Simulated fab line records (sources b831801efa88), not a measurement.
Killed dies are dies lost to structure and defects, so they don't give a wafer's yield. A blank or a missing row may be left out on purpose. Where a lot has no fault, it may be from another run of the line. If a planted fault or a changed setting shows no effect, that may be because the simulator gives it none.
Which tool is to blame? :: flow sfq-line :: 36 wafers sampled from 12 lots at 1 step of a route of 325

## WHAT THE GAUGES SHOWED, per wafer
SFQ_M2_OVL_MEAS_916. Usual: M2_OVL gives -1 nm (standard deviation 4.9).
lot: L188
measured: day 18 13:43
on: overlay-02
M2_OVL (nm): -2 -9 -8
flag: 

lot: L189
measured: day 18 23:20
on: overlay-02
M2_OVL (nm): 1 2 5
flag: 

lot: L190
measured: day 19 13:31
on: overlay-02
M2_OVL (nm): 3 -3 1
flag: 

lot: L191
measured: day 19 23:07
on: overlay-01
M2_OVL (nm): -5 -7 -11
flag: 

lot: L192
measured: day 20 01:32
on: overlay-02
M2_OVL (nm): -5 3 -1
flag: 

lot: L193
measured: day 20 13:04
on: overlay-02
M2_OVL (nm): -3 -5 3
flag: 

lot: L194
measured: day 21 01:25
on: overlay-02
M2_OVL (nm): 0 -4 4
flag: 

lot: L195
measured: day 21 06:13
on: overlay-01
M2_OVL (nm): -1 3 1
flag: 

lot: L201
measured: day 24 02:43
on: overlay-02
M2_OVL (nm): 5 5 7
flag: 

lot: L202
measured: day 24 09:55
on: overlay-02
M2_OVL (nm): 3 4 6
flag: 

lot: L203
measured: day 25 00:19
on: overlay-02
M2_OVL (nm): -7 -7 -4
flag: 

lot: L204
measured: day 25 15:55
on: overlay-01
M2_OVL (nm): -5 -5 -9
flag: 

## EACH LOT AND THE TOOL THAT RAN IT (in order: tool; ch and the chambers of the sampled wafers; start)
No process step before these readings appears in the record.

## AS READ BY THE TOOLS THEMSELVES (means over the sampled wafers that have a number; for cases with no such wafer, the mark the record gives instead)
The record holds no such reading with a usual standard deviation.

## THE ANSWER, worked out from the rows above alone
Rule: lot off if the mean of its wafers having a number is beyond 3 standard deviations from the usual mean. Also off: a lot with no number at a reading for which 4 or more lots have one. All remaining lots with rows at the step are treated as sound. First the gauges in route order, then the tools' own readings, where a lot's mean is used as printed above. The first step at which some lot is off is used, and at that step the reading that is off furthest; a lot without a number counts as furthest.
No lot is off at any reading shown: from this, nothing can be told.

## WHAT THE SIMULATOR HAD INSERTED
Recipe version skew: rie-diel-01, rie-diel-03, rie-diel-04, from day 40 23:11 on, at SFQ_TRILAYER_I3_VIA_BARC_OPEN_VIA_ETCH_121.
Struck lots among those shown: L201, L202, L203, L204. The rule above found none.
